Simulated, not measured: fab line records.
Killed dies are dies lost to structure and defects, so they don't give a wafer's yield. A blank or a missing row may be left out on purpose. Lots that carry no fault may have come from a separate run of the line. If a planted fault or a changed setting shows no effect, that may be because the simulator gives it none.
2 desks, one fault	flow gf180mcu	what lay behind the numbers comes last; until then each desk has only its own

THE METROLOGY DESK
What the gauges read for every lot (on any tool): the sampled wafers with a number, averaged. The brackets show how far a lot's mean lies from the usual mean; more than 4 standard deviations puts the lot out of limits, marked OUT.
Columns: A = CONTACT_BOW at GF_CONTACT_BOW_MEAS_05, usual 65 um; B = CONTACT_W_RS at GF_CONTACT_RS_MEAS_25, usual 0.381 ohm/sq; C = CONTACT_W_THK at GF_CONTACT_THK_MEAS_26, usual 303 nm; D = M1_ALCU_THK at GF_M1_THK_MEAS_06, usual 447 nm
lot	first seen here	A	B	C	D
L655	day 15 09:52	66	0.385	302	451
L657	day 15 20:10	68	0.384	300	449
L659	day 16 13:32	70	0.388	298	448
L660	day 16 23:24	68	0.377	308	450
L662	day 17 18:16	68	0.378	304	443
L664	day 18 03:53	72	0.371	308	441
L665	day 18 18:20	63	0.373	311	445
L667	day 19 08:08	64	0.403	290	444
L668	day 20 00:22	59	0.399	291	451
L670	day 20 14:59	61	0.386	303	447
L671	day 20 21:01	65	0.386	302	438
L677	day 23 05:38	63	0.385	296	452
Finding of this desk: none of the 12 lots has anything out of limits.

AT THE TOOL OWNER'S DESK: cvd w-02
The tool's own readings at GF_CONTACT_CVD_24 (deposits W, target thk 300 nm, time 90.339 s): means of the sampled wafers that have a number, for each lot that ran on this tool. The brackets show how far a lot's mean lies from the usual mean; more than 4 standard deviations puts the lot out of limits, marked OUT.
Columns: A = heater power w at GF_CONTACT_CVD_24, usual 868 W; B = susceptor temp C at GF_CONTACT_CVD_24, usual 399.97 C
lot	first seen here	A	B
L660	day 17 23:41	896	399.90
L662	day 18 19:18	873	399.87
L664	day 19 05:23	878	400.25
L665	day 19 20:10	863	399.93
L667	day 20 09:34	871	400.00
L668	day 21 01:09	878	399.85
Finding of this desk: none of the 6 lots has anything out of limits.

TAKEN TOGETHER
Metrology desk: nothing out of limits seen.
Nothing out of limits was seen by the tool owner's desk.

WHAT HAD BEEN PUT IN BY THE SIMULATOR
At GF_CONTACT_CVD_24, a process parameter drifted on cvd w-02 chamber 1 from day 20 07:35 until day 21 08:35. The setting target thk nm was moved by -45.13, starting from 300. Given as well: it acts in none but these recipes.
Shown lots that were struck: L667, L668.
